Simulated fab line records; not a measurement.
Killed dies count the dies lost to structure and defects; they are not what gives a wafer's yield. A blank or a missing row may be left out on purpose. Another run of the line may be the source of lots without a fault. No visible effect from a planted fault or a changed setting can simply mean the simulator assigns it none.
The tool behind it: which one? || flow gf180mcu || 14 lots with 42 wafers sampled at 3 steps, on a route of 602 steps

== WHAT THE GAUGES SHOWED, per wafer ==
GF_HV_LDD_TW_MEAS_38. Usual: HV_LDD_3_TW gives 1425 (standard deviation 20).
{"lot": "L670", "measured": "day 11 16:34", "on": "filmMetro-02", "HV_LDD_3_TW": "1441 1434 1444", "flag": ""}
{"lot": "L671", "measured": "day 11 21:46", "on": "filmMetro-01", "HV_LDD_3_TW": "1413 1412 1410", "flag": ""}
{"lot": "L672", "measured": "day 12 06:40", "on": "filmMetro-02", "HV_LDD_3_TW": "1448 1447 1445", "flag": ""}
{"lot": "L673", "measured": "day 12 20:54", "on": "filmMetro-04", "HV_LDD_3_TW": "1441 1433 1432", "flag": ""}
{"lot": "L675", "measured": "day 13 08:10", "on": "filmMetro-02", "HV_LDD_3_TW": "1448 1450 1444", "flag": ""}
{"lot": "L676", "measured": "day 13 15:33", "on": "filmMetro-04", "HV_LDD_3_TW": "1430 1430 1434", "flag": ""}
{"lot": "L678", "measured": "day 14 01:31", "on": "filmMetro-02", "HV_LDD_3_TW": "1438 1445 1444", "flag": ""}
{"lot": "L683", "measured": "day 15 22:22", "on": "filmMetro-04", "HV_LDD_3_TW": "1447 1440 1438", "flag": ""}
{"lot": "L686", "measured": "day 16 18:03", "on": "filmMetro-01", "HV_LDD_3_TW": "1388 1386 1395", "flag": ""}
{"lot": "L687", "measured": "day 16 21:26", "on": "filmMetro-01", "HV_LDD_3_TW": "1388 1386 1385", "flag": ""}
{"lot": "L688", "measured": "day 17 08:47", "on": "filmMetro-02", "HV_LDD_3_TW": "1449 1444 1440", "flag": ""}
{"lot": "L690", "measured": "day 18 03:20", "on": "filmMetro-04", "HV_LDD_3_TW": "1430 1437 1422", "flag": ""}
{"lot": "L692", "measured": "day 18 15:26", "on": "filmMetro-01", "HV_LDD_3_TW": "1412 1408 1410", "flag": ""}
{"lot": "L693", "measured": "day 19 00:10", "on": "filmMetro-01", "HV_LDD_3_TW": "1408 1407 1405", "flag": ""}

GF_SALICIDE_THK_MEAS_05: measures by xrf. Usual: SALICIDE_TIN_THK gives 19.80 nm (standard deviation 0.19).
{"lot": "L670", "measured": "day 15 06:41", "on": "filmMetro-04", "SALICIDE_TIN_THK (nm)": "19.73 19.75 19.70", "flag": ""}
{"lot": "L671", "measured": "day 15 12:08", "on": "filmMetro-04", "SALICIDE_TIN_THK (nm)": "20.22 19.75 20.03", "flag": ""}
{"lot": "L672", "measured": "day 15 21:44", "on": "filmMetro-01", "SALICIDE_TIN_THK (nm)": "20.04 20.47 20.02", "flag": ""}
{"lot": "L673", "measured": "day 16 13:13", "on": "filmMetro-03", "SALICIDE_TIN_THK (nm)": "19.55 19.66 19.59", "flag": ""}
{"lot": "L675", "measured": "day 17 04:48", "on": "filmMetro-03", "SALICIDE_TIN_THK (nm)": "19.36 19.54 19.53", "flag": ""}
{"lot": "L676", "measured": "day 17 11:22", "on": "filmMetro-01", "SALICIDE_TIN_THK (nm)": "19.60 19.83 19.89", "flag": ""}
{"lot": "L678", "measured": "day 17 21:24", "on": "filmMetro-01", "SALICIDE_TIN_THK (nm)": "19.93 19.93 20.08", "flag": ""}
{"lot": "L683", "measured": "day 19 23:13", "on": "filmMetro-01", "SALICIDE_TIN_THK (nm)": "20.15 19.91 20.00", "flag": ""}
{"lot": "L686", "measured": "day 20 23:02", "on": "filmMetro-03", "SALICIDE_TIN_THK (nm)": "19.87 19.76 20.03", "flag": ""}
{"lot": "L687", "measured": "day 20 23:37", "on": "filmMetro-04", "SALICIDE_TIN_THK (nm)": "19.64 19.93 20.17", "flag": ""}
{"lot": "L688", "measured": "day 21 12:19", "on": "filmMetro-01", "SALICIDE_TIN_THK (nm)": "19.70 19.92 19.92", "flag": ""}
{"lot": "L690", "measured": "day 22 07:53", "on": "filmMetro-03", "SALICIDE_TIN_THK (nm)": "19.77 19.81 19.84", "flag": ""}
{"lot": "L692", "measured": "day 22 18:45", "on": "filmMetro-03", "SALICIDE_TIN_THK (nm)": "19.78 19.79 19.59", "flag": ""}
{"lot": "L693", "measured": "day 23 03:54", "on": "filmMetro-03", "SALICIDE_TIN_THK (nm)": "19.84 19.99 19.74", "flag": ""}

== TOOL THAT RAN EACH LOT (tool first, then ch and the chambers of the sampled wafers, then the start) ==
{"lot": "L670", "GF_STI_WET_ETCH_17": "wetBench-03 ch 3, day 2 01:40"}
{"lot": "L671", "GF_STI_WET_ETCH_17": "wetBench-03 ch 3, day 2 06:23"}
{"lot": "L672", "GF_STI_WET_ETCH_17": "wetBench-02 ch 3, day 2 11:39"}
{"lot": "L673", "GF_STI_WET_ETCH_17": "wetBench-02 ch 0, day 2 18:40"}
{"lot": "L675", "GF_STI_WET_ETCH_17": "wetBench-03 ch 1, day 3 02:46"}
{"lot": "L676", "GF_STI_WET_ETCH_17": "wetBench-02 ch 0, day 3 08:22"}
{"lot": "L678", "GF_STI_WET_ETCH_17": "wetBench-03 ch 2, day 3 19:19"}
{"lot": "L683", "GF_STI_WET_ETCH_17": "wetBench-02 ch 0, day 4 22:58"}
{"lot": "L686", "GF_STI_WET_ETCH_17": "wetBench-02 ch 1, day 5 11:59"}
{"lot": "L687", "GF_STI_WET_ETCH_17": "wetBench-02 ch 2, day 5 18:35"}
{"lot": "L688", "GF_STI_WET_ETCH_17": "wetBench-01 ch 3, day 5 22:04"}
{"lot": "L690", "GF_STI_WET_ETCH_17": "wetBench-03 ch 1, day 6 09:34"}
{"lot": "L692", "GF_STI_WET_ETCH_17": "wetBench-03 ch 0, day 6 18:43"}
{"lot": "L693", "GF_STI_WET_ETCH_17": "wetBench-03 ch 2, day 7 02:31"}
- GF_STI_WET_ETCH_17: etches Si3N4 in H3PO4, target depth 45 nm, time 514 s.

== AS READ BY THE TOOLS THEMSELVES (means over the sampled wafers that have a number; for cases with no such wafer, the mark the record gives instead) ==
GF_STI_WET_ETCH_17. Usual: 541 s for runLengthS, sd 3.2.
{"lot": "L670", "tool": "wetBench-03", "runLengthS (s)": 545, "flag": ""}
{"lot": "L671", "tool": "wetBench-03", "runLengthS (s)": 547, "flag": ""}
{"lot": "L672", "tool": "wetBench-02", "runLengthS (s)": 539, "flag": ""}
{"lot": "L673", "tool": "wetBench-02", "runLengthS (s)": 548, "flag": ""}
{"lot": "L675", "tool": "wetBench-03", "runLengthS (s)": 540, "flag": ""}
{"lot": "L676", "tool": "wetBench-02", "runLengthS (s)": 540, "flag": ""}
{"lot": "L678", "tool": "wetBench-03", "runLengthS (s)": 539, "flag": ""}
{"lot": "L683", "tool": "wetBench-02", "runLengthS (s)": 542, "flag": ""}
{"lot": "L686", "tool": "wetBench-02", "runLengthS (s)": 870, "flag": "OFF"}
{"lot": "L687", "tool": "wetBench-02", "runLengthS (s)": 865, "flag": "OFF"}
{"lot": "L688", "tool": "wetBench-01", "runLengthS (s)": 538, "flag": ""}
{"lot": "L690", "tool": "wetBench-03", "runLengthS (s)": 542, "flag": ""}
{"lot": "L692", "tool": "wetBench-03", "runLengthS (s)": 541, "flag": ""}
{"lot": "L693", "tool": "wetBench-03", "runLengthS (s)": 540, "flag": ""}

== THE ANSWER, worked out from the rows above alone ==
Rule: lot off if the mean of its wafers having a number is beyond 3 standard deviations from the usual mean. A lot without any number at a reading at which 4 lots or more have one is off too. Any other lot the step has rows for is counted as sound. After the gauges, taken in route order, come the tools' own readings; for these a lot's mean is taken, as printed above. The first step at which some lot is off is used, and at that step the reading that is off furthest; a lot without a number counts as furthest.
Off at GF_STI_WET_ETCH_17 (runLengthS): L686, L687.
If a tool, at that step or one of the process steps before it, ran each lot that is off and ran no sound lot following the first of them, it fits. One candidate fits, namely wetBench-02 at GF_STI_WET_ETCH_17. A fault onset in the window from L683 (day 4 22:58, its last sound lot) to L686 (day 5 11:59, its first lot off) fits.
On the lots that are off, the tool's own readings at GF_STI_WET_ETCH_17 differ by more than 5 times the standard deviation of the sound lots' means, which bears it out; runLengthS reads 868 s there versus 542 s on the sound lots.

== WHAT THE SIMULATOR HAD PUT IN ==
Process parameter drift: wetBench-02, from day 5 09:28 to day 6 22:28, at GF_STI_WET_ETCH_17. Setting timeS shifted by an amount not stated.
Struck lots among those shown: L686, L687. The rule given above showed the same thing.
